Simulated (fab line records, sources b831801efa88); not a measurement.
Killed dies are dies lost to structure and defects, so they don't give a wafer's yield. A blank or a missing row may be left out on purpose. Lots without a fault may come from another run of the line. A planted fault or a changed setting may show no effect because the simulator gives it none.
Which tool did it? | flow gf180mcu | 7 lots, 21 wafers sampled, at 1 step of a route of 602

WHAT THE GAUGES READ, wafer by wafer
GF_V3_OVL_MEAS_15.
lot  | measured     | on         | V3_OVL (nm)
L319 | day 22 05:58 | overlay-01 | 0 -7 -6
L324 | day 24 10:31 | overlay-01 | -2 -7 -6
L329 | day 26 06:17 | overlay-01 | -8 -4 -7
L331 | day 27 02:13 | overlay-01 | -8 -5 -4
L333 | day 27 14:13 | overlay-02 | -2 3 -3
L337 | day 28 15:14 | overlay-01 | -2 -1 -1
L340 | day 29 13:16 | overlay-01 | 3 -1 6

WHICH TOOL RAN EACH LOT (tool, then ch and the chambers of the sampled wafers, then the start)
The record holds no process step before these readings.

THE ANSWER, worked out from the rows above alone
Rule: what is usual is taken from the lots themselves. Put in order of their means at a reading, lots are off if they are a third of the lots or fewer, leave a main group of 4 or more, and stand apart from it by a gap of 3 or more times the standard deviation of the main group's means; of several such gaps the widest counts. A main group whose means are all the same, to the digits that the tables above print for the reading, isn't used. A lot without any number at a reading at which 4 lots or more have one is off too. The other lots that the step has rows for count as sound.
No lot is off at any reading shown: from this, nothing can be told.

WHAT THE SIMULATOR HAD PUT IN
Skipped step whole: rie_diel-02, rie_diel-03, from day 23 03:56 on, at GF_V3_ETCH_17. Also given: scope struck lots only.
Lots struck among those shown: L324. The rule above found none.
